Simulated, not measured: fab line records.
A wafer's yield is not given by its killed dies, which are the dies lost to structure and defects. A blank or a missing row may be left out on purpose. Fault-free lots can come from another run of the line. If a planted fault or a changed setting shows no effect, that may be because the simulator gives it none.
fab line records ; flow sfq_line
record lots=6; wafers=18; last_day=80
route steps=325 shown M6@262 I6@266
lots that met no fault: taken from a fault-free run of the same line
start_h: hours from the record's first day to the start of the lot's first wafer shown ; wait_h: how many hours have passed since the lot's step before this one ; " unchanged from the row above ; L1.1+2: a row that stands for several wafers ; - no value, or no start was given ; * or withheld: withheld ; < > ~ a bound
route shown NAME@n: names a module that has steps shown in the file, with the first one's number in the route ; usual: mean and standard deviation over wafers with no fault ; same: alike in all rows ; chamber/n: place in a boat ; sites: per-site readings ; _std_site: the standard deviation of these ; _edge_site: inner sites' mean taken away from outer sites' mean ; radius_mm: for every site, how far away it sits from the centre of the wafer ; mask NAME#n: copy n ; behind: tool/chamber where the wafer was last shaped ; hold: the reason the lot was held/the length of the hold in hours/how it ended ; device: whichever transistor did not switch (one of n, p or np) ; end of line: tests of these same wafers at the route's end ; a step given without rows: its recipe and nothing more ; killed: the dies lost at the first sort to structure and to defects; this is not the yield of the wafer ; map: per-die view of a wafer (x killed, . not killed, _ where there is no die)
set.NAME: the setting as run; set.NAME@STEP: as run at that earlier step ; model.NAME: the simulator's own value behind a step, which no gauge read
lots seen at some steps along the route; tables by step, rows by wafer
services: a tool's chamber out of use, with start hour (start_h, from the record's first day; less than 0 if before it), hours out, and reason
## steps
# step SFQ_TRILAYER_M6_BARC_OPEN_METAL_ETCH_206
# recipe mask_material=PR; chemistry=O2; target_depth_nm=125; target=BARC; icp_w=600; bias_w=80; pressure_mtorr=10; time_s=41.7
# usual drypump_motor_current_A=5.7/0.49; oes_product_au=0.685/0.0043
lot.wafer;tool;chamber;start_h;wait_h;drypump_motor_current_A;oes_product_au;rf_hours_counter_h
L670.2;rie_metal-04;1;1448.60;0.0;4.7;0.682;144
L670.3;rie_metal-04;1;1448.60;0.0;4.7;0.680;-
L670.5;rie_metal-04;1;1448.60;0.0;4.7;0.677;-
L673.2;rie_metal-01;1;1682.59;0.0;6.3;0.686;130
L673.5;rie_metal-01;0;1682.59;0.0;5.4;0.684;-
L673.6;rie_metal-01;1;1682.59;0.0;6.3;0.685;-
L686.3;rie_metal-01;1;1746.21;0.0;6.3;0.691;-
L686.4;rie_metal-01;0;1746.21;0.0;5.3;0.680;-
L686.6;rie_metal-01;0;1746.21;0.0;5.3;0.692;-
L687.2;rie_metal-01;0;1752.19;0.0;5.3;0.693;16
L687.4;rie_metal-01;1;1752.19;0.0;6.3;0.682;-
L687.6;rie_metal-01;0;1752.19;0.0;5.3;0.676;-
L688.3;rie_metal-03;0;1754.61;0.0;5.5;0.694;-
L688.4;rie_metal-03;1;1754.61;0.0;6.1;0.680;-
L688.5;rie_metal-03;1;1754.61;0.0;6.1;0.689;-
L692.1;rie_metal-01;1;1761.79;0.0;6.3;0.691;8
L692.2;rie_metal-01;0;1761.79;0.0;5.3;0.681;18
L692.5;rie_metal-01;1;1761.79;0.0;6.3;0.687;-
# step SFQ_TRILAYER_M6_ETCH_METAL_ETCH_162
# recipe target=Nb; stop_on=SiO2; mask_material=PR; chemistry=Cl2/Ar; target_depth_nm=240; icp_w=600; bias_w=80; pressure_mtorr=10; time_s=120
# usual drypump_motor_current_A=5.7/0.49; oes_product_au=0.895/0.0079
lot.wafer;tool;chamber;start_h;wait_h;drypump_motor_current_A;oes_product_au;rf_hours_counter_h
L670.2;rie_metal-04;1;1448.66;0.0;4.8;0.879;144
L670.3;rie_metal-04;1;1448.66;0.0;4.7;0.887;-
L670.5;rie_metal-04;1;1448.66;0.0;4.8;0.881;-
L673.2;rie_metal-01;1;1682.65;0.0;6.2;0.894;130
L673.5;rie_metal-01;0;1682.65;0.0;5.3;0.894;-
L673.6;rie_metal-01;1;1682.65;0.0;6.3;0.890;-
L686.3;rie_metal-01;1;1746.29;0.1;6.3;0.887;-
L686.4;rie_metal-01;0;1746.29;0.1;5.3;0.896;-
L686.6;rie_metal-01;0;1746.29;0.1;5.3;0.881;-
L687.2;rie_metal-01;0;1752.25;0.0;5.3;0.900;16
L687.4;rie_metal-01;1;1752.25;0.0;6.2;0.906;-
L687.6;rie_metal-01;0;1752.25;0.0;5.3;0.894;-
L688.3;rie_metal-03;0;1754.69;0.1;5.5;0.893;-
L688.4;rie_metal-03;1;1754.69;0.1;6.1;0.894;-
L688.5;rie_metal-03;1;1754.69;0.1;6.1;0.887;-
L692.1;rie_metal-01;1;1761.85;0.0;6.3;0.895;8
L692.2;rie_metal-01;0;1761.85;0.0;5.3;0.878;18
L692.5;rie_metal-01;1;1761.85;0.0;6.3;0.893;-
# step SFQ_TRILAYER_M6_STRIP_STRIP_163
# recipe gas=O2; power_w=200; platen_temp_c=40; overash_fraction=0.65; chemistry=O2; pressure_mtorr=50
# usual drypump_motor_current_A=5.7/0.48; oes_product_au=1.000/0.011
lot.wafer;tool;chamber;start_h;wait_h;drypump_motor_current_A;oes_product_au;rf_hours_counter_h
L670.2;rie_metal-04;0;1448.78;0.1;5.6;1.016;7
L670.3;rie_metal-04;0;1448.78;0.1;5.7;1.020;-
L670.5;rie_metal-04;0;1448.78;0.1;5.6;1.012;-
L673.2;rie_metal-01;1;1682.77;0.1;6.3;0.995;130
L673.5;rie_metal-01;0;1682.77;0.1;5.3;0.989;-
L673.6;rie_metal-01;1;1682.77;0.1;6.3;0.999;-
L686.3;rie_metal-01;1;1746.57;0.2;6.3;1.008;-
L686.4;rie_metal-01;0;1746.57;0.2;5.3;0.987;-
L686.6;rie_metal-01;0;1746.57;0.2;5.3;0.985;-
L687.2;rie_metal-01;0;1752.37;0.1;5.3;0.993;16
L687.4;rie_metal-01;1;1752.37;0.1;6.3;1.013;-
L687.6;rie_metal-01;0;1752.37;0.1;5.3;1.001;-
L688.3;rie_metal-03;0;1754.97;0.2;5.5;0.997;-
L688.4;rie_metal-03;1;1754.97;0.2;6.1;0.986;-
L688.5;rie_metal-03;1;1754.97;0.2;6.1;0.983;-
L692.1;rie_metal-01;1;1761.97;0.1;6.3;1.012;8
L692.2;rie_metal-01;0;1761.97;0.1;5.3;0.984;19
L692.5;rie_metal-01;1;1761.97;0.1;6.3;1.000;-
# step SFQ_TRILAYER_M6_STRIP_SOLV_CLEAN_164
# recipe chemistry=NMP; temp_c=70; time_s=600
# step SFQ_TRILAYER_I6_DEP_PECVD_165
# recipe material=SiO2; temp_c=150; time_s=111.11; pressure_torr=2.4; rf_w=183.3; precursor=SiH4/N2O; target_thk_nm=500
# usual heater_power_w=81/14; susceptor_temp_C=150.01/0.14; throttle_valve_pct=24.5/1
lot.wafer;tool;chamber;start_h;wait_h;heater_power_w;susceptor_temp_C;throttle_valve_pct
L670.2;pecvd-01;0;1449.96;0.0;101;150.13;23.9
L670.3;pecvd-01;2;1449.96;0.0;76;150.08;24.6
L670.5;pecvd-01;0;1449.96;0.0;105;149.96;23.8
L673.2;pecvd-04;2;1683.55;0.0;90;150.08;24.9
L673.5;pecvd-04;0;1683.55;0.0;84;150.14;23.6
L673.6;pecvd-04;1;1683.55;0.0;92;150.19;23.6
L686.3;pecvd-04;2;1747.15;0.0;99;149.98;25.1
L686.4;pecvd-04;0;1747.15;0.0;73;149.96;23.9
L686.6;pecvd-04;1;1747.15;0.0;86;150.10;24.1
L687.2;pecvd-01;2;1753.15;0.0;77;150.15;24.8
L687.4;pecvd-01;1;1753.15;0.0;108;150.04;24.2
L687.6;pecvd-01;0;1753.15;0.0;83;150.06;24.0
L688.3;pecvd-04;0;1755.55;0.0;74;150.01;23.9
L688.4;pecvd-04;2;1755.55;0.0;100;149.94;25.1
L688.5;pecvd-04;1;1755.55;0.0;86;150.12;23.7
L692.1;pecvd-03;2;1762.75;0.0;58;149.88;23.3
L692.2;pecvd-03;0;1762.75;0.0;67;150.29;27.2
L692.5;pecvd-03;2;1762.75;0.0;60;150.01;23.7
# step SFQ_TRILAYER_I6_CMP_CMP_166
# recipe material=SiO2; down_force_psi=3; platen_rpm=60; pad_velocity_m_s=0.94248
# step SFQ_I6_BOW_MEAS_941
# recipe mode=bow
# usual I6_BOW=10/11
lot.wafer;tool;chamber;start_h;wait_h;I6_BOW[um]
L670.2;film_metro-02;-;1486.91;1.0;17
L670.3;film_metro-02;-;1486.91;1.0;10
L670.5;film_metro-02;-;1486.91;1.0;-6
L673.2;film_metro-02;-;1686.65;1.0;1
L673.5;film_metro-02;-;1686.65;1.0;-3
L673.6;film_metro-02;-;1686.65;1.0;13
L686.3;film_metro-04;-;1756.27;2.0;12
L686.4;film_metro-04;-;1756.27;2.0;16
L686.6;film_metro-04;-;1756.27;2.0;2
L687.2;film_metro-01;-;1759.25;1.0;10
L687.4;film_metro-01;-;1759.25;1.0;19
L687.6;film_metro-01;-;1759.25;1.0;19
L688.3;film_metro-02;-;1762.27;1.5;15
L688.4;film_metro-02;-;1762.27;1.5;0
L688.5;film_metro-02;-;1762.27;1.5;4
L692.1;film_metro-01;-;1774.23;2.5;-17
L692.2;film_metro-01;-;1774.23;2.5;-8
L692.5;film_metro-01;-;1774.23;2.5;-4
# step SFQ_TRILAYER_I6_METRO_MEASURE_167
# step SFQ_TRILAYER_I6_VIA_LITHO_COAT_174
# recipe resist=BARC; spin_rpm=3000; resist_thk_nm=62
# step SFQ_TRILAYER_I6_VIA_LITHO_COAT_169
# recipe resist=KrF; spin_rpm=3000; resist_thk_nm=650
# step SFQ_TRILAYER_I6_VIA_LITHO_SOFTBAKE_173
# recipe temp_c=withheld; time_s=withheld; resist=KrF
# step SFQ_TRILAYER_I6_VIA_LITHO_EXPOSE_170
# recipe mask_id=I6; na=0.6; source_shape=conventional; sigma_outer=0.65; target_cd_nm=700; dose_mj=21.3
# step SFQ_TRILAYER_I6_VIA_LITHO_PEB_172
# recipe peb_temp_c=115; peb_time_s=60; resist=KrF
lot.wafer;tool;chamber;start_h;wait_h
L670.2+3+5;litho_track-03;0;1592.23;0.8
L673.2+5+6;litho_track-03;0;1731.48;0.8
L686.3+4+6;litho_track-03;0;1775.90;0.7
L687.2+4+6;litho_track-02;0;1779.48;0.8
L688.3+4+5;litho_track-03;0;1780.70;0.7
L692.1+2+5;litho_track-01;0;1787.85;1.0
# step SFQ_TRILAYER_I6_VIA_LITHO_DEVELOP_171
# recipe time_s=60; resist=KrF
# step SFQ_I6_OVL_MEAS_942
# usual I6_OVL=-4/5.7
lot.wafer;tool;chamber;start_h;wait_h;I6_OVL[nm]
L670.2;overlay-02;-;1592.51;0.1;0
L670.3;overlay-02;-;1592.51;0.1;-10
L670.5;overlay-02;-;1592.51;0.1;-12
L673.2;overlay-02;-;1731.76;0.1;4
L673.5;overlay-02;-;1731.76;0.1;5
L673.6;overlay-02;-;1731.76;0.1;-1
L686.3;overlay-02;-;1776.16;0.1;2
L686.4;overlay-02;-;1776.16;0.1;-7
L686.6;overlay-02;-;1776.16;0.1;-2
L687.2;overlay-02;-;1779.76;0.1;-2
L687.4;overlay-02;-;1779.76;0.1;-6
L687.6;overlay-02;-;1779.76;0.1;-3
L688.3;overlay-01;-;1780.96;0.1;-8
L688.4;overlay-01;-;1780.96;0.1;-10
L688.5;overlay-01;-;1780.96;0.1;-11
L692.1;overlay-01;-;1788.15;0.1;5
L692.2;overlay-01;-;1788.15;0.1;0
L692.5;overlay-01;-;1788.15;0.1;-6
# step SFQ_TRILAYER_I6_VIA_BARC_OPEN_VIA_ETCH_235
# recipe mask_material=PR; chemistry=O2; target_depth_nm=125; target=BARC; source_w=500; bias_w=80; pressure_mtorr=30; time_s=41.7
# usual drypump_motor_current_A=5.7/0.55; oes_product_au=0.685/0.0044
lot.wafer;tool;chamber;start_h;wait_h;drypump_motor_current_A;oes_product_au;rf_hours_counter_h;model.I6.cd_nm
L670.2;rie_diel-04;1;1592.54;0.0;5.6;0.697;7;699.4
L670.3;rie_diel-04;0;1592.54;0.0;5.0;0.686;11;700.7
L670.5;rie_diel-04;0;1592.54;0.0;5.0;0.683;-;700.5
L673.2;rie_diel-01;0;1731.79;0.0;6.6;0.686;19;703.1
L673.5;rie_diel-01;0;1731.79;0.0;6.6;0.697;-;703
L673.6;rie_diel-01;3;1731.79;0.0;6.0;0.684;-;701.2
L686.3;rie_diel-04;3;1776.19;0.0;6.3;0.692;3;740.7
L686.4;rie_diel-04;0;1776.19;0.0;5.0;0.684;15;700.2
L686.6;rie_diel-04;0;1776.19;0.0;5.0;0.690;-;738.5
L687.2;rie_diel-01;0;1779.79;0.0;6.6;0.678;20;701.2
L687.4;rie_diel-01;3;1779.79;0.0;6.0;0.688;12;699.8
L687.6;rie_diel-01;1;1779.79;0.0;6.2;0.683;-;698
L688.3;rie_diel-04;1;1780.99;0.0;5.6;0.678;9;738
L688.4;rie_diel-04;2;1780.99;0.0;4.9;0.685;14;701.2
L688.5;rie_diel-04;1;1780.99;0.0;5.6;0.682;-;698.7
L692.1;rie_diel-01;1;1788.19;0.0;6.2;0.684;15;699.3
L692.2;rie_diel-01;0;1788.19;0.0;6.6;0.693;20;703.5
L692.5;rie_diel-01;1;1788.19;0.0;6.1;0.695;-;700.9
# step SFQ_TRILAYER_I6_VIA_ETCH_VIA_ETCH_172
# recipe target=SiO2; stop_on=Nb; mask_material=PR; taper_deg=20; chemistry=CHF3; target_depth_nm=260; source_w=500; bias_w=80; pressure_mtorr=30; time_s=withheld
# usual drypump_motor_current_A=5.7/0.55; oes_product_au=0.856/0.0051
lot.wafer;tool;chamber;start_h;wait_h;drypump_motor_current_A;oes_product_au;model.I6.cd_nm
L670.2;rie_diel-04;1;1592.58;0.0;5.6;0.861;699.7
L670.3;rie_diel-04;0;1592.58;0.0;5.0;0.846;700.8
L670.5;rie_diel-04;0;1592.58;0.0;5.0;0.856;700.5
L673.2;rie_diel-01;0;1731.83;0.0;6.5;0.863;704.4
L673.5;rie_diel-01;0;1731.83;0.0;6.6;0.854;703.7
L673.6;rie_diel-01;3;1731.83;0.0;6.1;0.856;698.9
L686.3;rie_diel-04;3;1776.23;0.0;6.3;0.866;741.7
L686.4;rie_diel-04;0;1776.23;0.0;5.0;0.853;699.8
L686.6;rie_diel-04;0;1776.23;0.0;5.0;0.856;738.7
L687.2;rie_diel-01;0;1779.83;0.0;6.6;0.859;703.8
L687.4;rie_diel-01;3;1779.83;0.0;6.0;0.860;697.1
L687.6;rie_diel-01;1;1779.83;0.0;6.2;0.868;699.2
L688.3;rie_diel-04;1;1781.03;0.0;5.6;0.865;738.6
L688.4;rie_diel-04;2;1781.03;0.0;4.9;0.850;702.3
L688.5;rie_diel-04;1;1781.03;0.0;5.6;0.849;699
L692.1;rie_diel-01;1;1788.23;0.0;6.2;0.851;697.9
L692.2;rie_diel-01;0;1788.23;0.0;6.6;0.849;704.5
L692.5;rie_diel-01;1;1788.23;0.0;6.2;0.860;700.2
# step SFQ_TRILAYER_I6_VIA_STRIP_STRIP_173
# recipe gas=O2; power_w=200; platen_temp_c=40; overash_fraction=0.65; chemistry=O2; pressure_mtorr=50
# usual drypump_motor_current_A=5.8/0.62; oes_product_au=1.003/0.0095
lot.wafer;tool;chamber;start_h;wait_h;drypump_motor_current_A;oes_product_au;rf_hours_counter_h
L670.2;rie_metal-03;1;1592.70;-;6.1;0.980;109
L670.3;rie_metal-03;0;1592.70;-;5.5;1.015;-
L670.5;rie_metal-03;1;1592.70;-;6.2;0.990;-
L673.2;rie_metal-04;1;1731.94;-;4.8;1.004;27
L673.5;rie_metal-04;1;1731.94;-;4.8;1.007;-
L673.6;rie_metal-04;0;1731.94;-;5.6;1.006;-
L686.3;rie_metal-02;1;1776.99;-;6.3;1.007;-
L686.4;rie_metal-02;1;1776.99;-;6.3;1.016;-
L686.6;rie_metal-02;1;1776.99;-;6.3;0.997;-
L687.2;rie_metal-04;1;1779.94;-;4.8;1.007;36
L687.4;rie_metal-04;0;1779.94;-;5.7;1.007;-
L687.6;rie_metal-04;1;1779.94;-;4.7;1.007;-
L688.3;rie_metal-02;1;1781.54;-;6.3;0.996;-
L688.4;rie_metal-02;1;1781.54;-;6.3;0.986;-
L688.5;rie_metal-02;1;1781.54;-;6.3;0.996;-
L692.1;rie_metal-04;1;1788.34;-;4.8;1.012;37
L692.2;rie_metal-04;0;1788.34;-;5.7;1.003;54
L692.5;rie_metal-04;1;1788.34;-;4.8;1.009;-
## services
tool;chamber;start_h;hours;kind
rie_diel-04;-;1460.43;0.7;repair
rie_diel-01;0;1461.31;6.4;repair
pecvd-01;-;1469.30;14.6;pm
rie_metal-02;-;1496.56;2.8;pm
rie_metal-03;-;1524.39;0.7;repair
rie_diel-04;-;1527.47;1.8;repair
rie_diel-01;3;1531.42;5.2;repair
pecvd-04;-;1536.40;28.1;pm
rie_diel-01;2;1549.30;4.0;repair
rie_metal-04;-;1556.38;14.6;pm
rie_metal-03;-;1578.28;2.8;pm
rie_diel-04;-;1585.16;2.8;pm
rie_diel-04;-;1602.38;4.0;pm
rie_diel-04;0;1608.97;2.8;repair
rie_diel-04;0;1619.37;2.6;repair
rie_diel-04;1;1636.25;22.5;repair
rie_diel-04;0;1644.56;8.0;repair
rie_diel-04;3;1646.49;10.4;repair
rie_diel-04;1;1714.83;8.5;repair
rie_metal-01;1;1763.97;1.0;repair
rie_metal-04;-;1770.23;1.9;repair
rie_metal-04;-;1770.55;0.5;repair
rie_diel-01;-;1774.22;0.3;repair
rie_metal-01;-;1774.68;4.0;pm
## key
first_sign none at tools or gauges
model_effect step=SFQ_TRILAYER_I6_VIA_BARC_OPEN_VIA_ETCH_235; value=I6.cd_nm; without=700.9; struck=739.1
model_effect step=SFQ_TRILAYER_I6_VIA_ETCH_VIA_ETCH_172; value=I6.cd_nm; without=701.5; struck=739.7
met_at SFQ_TRILAYER_I6_VIA_LITHO_PEB_172
struck_wafers L686.3,L686.6,L688.3
onset_between 1731.48 1775.90
fault kind=process_parameter_drift; tool=litho_track-03; chamber=-; onset_h=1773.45; steps=SFQ_TRILAYER_I6_VIA_LITHO_PEB_172; channel=peb_time_s; offset=*; shape=step; end_h=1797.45; scope=struck_wafers_only; acts_in=*; stated=*
